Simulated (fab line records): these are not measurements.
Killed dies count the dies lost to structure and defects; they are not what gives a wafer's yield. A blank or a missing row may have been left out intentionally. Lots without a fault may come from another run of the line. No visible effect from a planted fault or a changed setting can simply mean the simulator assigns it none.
Comparing a struck lot with a sound one -- flow gf180mcu -- 15 steps out of a route of 602
Sound: these wafers, L862.2, L862.4, L862.5. Wafers L865.1, L865.3, L865.4 were the ones struck. At the end, the cause is stated.
At each step with rows: each side's tool, then ch and its chambers, then its first start. Under that, the readings that differ: sound wafers -- struck wafers -- difference of the means -- sigmas: that difference in standard deviations of wafers without a fault.
alike: words and numbers the same on both sides, and readings whose means are apart by under 2 such deviations; not compared: readings that were withheld, readings missing a value for some wafer, numbers with overlapping values and no deviation given by the record, and bounds like >300 which may hide the same value.
Wherever a step has rows on one side only, a row that says differs or no value, or a row with sigmas, the two part there. Numbers that have no deviation but don't overlap get no sigmas and don't part them. A reading that every wafer of one side lacks parts them only if that side has two wafers or more.

first, 5 steps without rows for these wafers: GF_V4_STRIP_18 (strips in O2/N2); GF_V4_STRIP_19 (strips in post etch residue remover, time 1200 s); GF_V4_CLEAN_20 (cleans in DIW); GF_V4_SPUTTER_21 (material Ti, target thk 15 nm, time 80.02 s); GF_V4_SPUTTER_22 (material TiN, target thk 10 nm, time 40 s).
GF_V4_CVD_23: deposits W, target thk 350 nm, time 104.9 s.
  sound on cvd_w-02 ch 0,1, day 24 13:27; struck on cvd_w-01 ch 0,1, day 26 00:29
  alike: heater_power_outer_w, heater_power_w
GF_V4_RS_MEAS_24: uses a four-point probe to measure.
  sound on film_metro-02 at day 24 13:35; struck on film_metro-03 at day 26 00:36
  alike: V4_W_RS
GF_V4_THK_MEAS_25: measures by xrf.
  sound on film_metro-02 at day 24 13:41; struck on film_metro-03 at day 26 00:43
  alike: V4_W_THK
GF_V4_CMP_26: polishes, stops on SiO2, t overpolish 15 s, target thk 0 nm.
  sound on cmp-02 ch 0,2,3, day 24 13:50; struck on cmp-01 ch 1,2,3, day 26 00:48
reading,sound,struck,difference,sigmas
edge_zone_pressure_frac,1.006 1.004 1.011,0.994 0.990 1.005,-0.011,-2
time_to_endpoint_s (s),81 78 82,85 88 89,+7,+2
  alike: motor_current_A, overpolish_run_s, retaining_ring_pressure_frac
then, 1 step without rows for these wafers: GF_MIM_SPUTTER_00 (material Ti, target thk 37.5 nm, time 150 s).
GF_MIM_SPUTTER_01: material TiN, target thk 30 nm, time 25 s.
  sound on pvd_sputter-04 at day 24 14:08; struck on pvd_sputter-01 at day 26 01:12
  alike: chamber_pressure_pa, throttle_valve_pct
GF_MIM_SPUTTER_02: material AlCu, target thk 450 nm, time 23.9 s.
  sound on pvd_sputter-04 at day 24 14:10; struck on pvd_sputter-01 at day 26 01:14
  alike: chamber_pressure_pa, throttle_valve_pct
GF_MIM_SPUTTER_03: material Ti, target thk 10 nm, time 6.7 s.
  sound on pvd_sputter-04 at day 24 14:12; struck on pvd_sputter-01 at day 26 01:16
reading,sound,struck,difference,sigmas
chamber_pressure_pa (Pa),0.3006 0.2998 0.3013,0.2811 0.2809 0.2822,-0.0192,-32
  alike: substrate_temp_c, throttle_valve_pct
GF_MIM_SPUTTER_04: material TiN, target thk 50 nm, time 41.7 s.
  sound on pvd_sputter-04 at day 24 14:13; struck on pvd_sputter-01 at day 26 01:17
  alike: chamber_pressure_pa, throttle_valve_pct
GF_PASSIVATION_PROBE_99:
  the record has rows for the sound wafers here (prober-01, day 29 02:20) and none for the struck ones

== WHERE THEY PART ==
Earliest at GF_V4_CMP_26; latest, in this record, at GF_PASSIVATION_PROBE_99.

WHY: whatever the simulator had introduced
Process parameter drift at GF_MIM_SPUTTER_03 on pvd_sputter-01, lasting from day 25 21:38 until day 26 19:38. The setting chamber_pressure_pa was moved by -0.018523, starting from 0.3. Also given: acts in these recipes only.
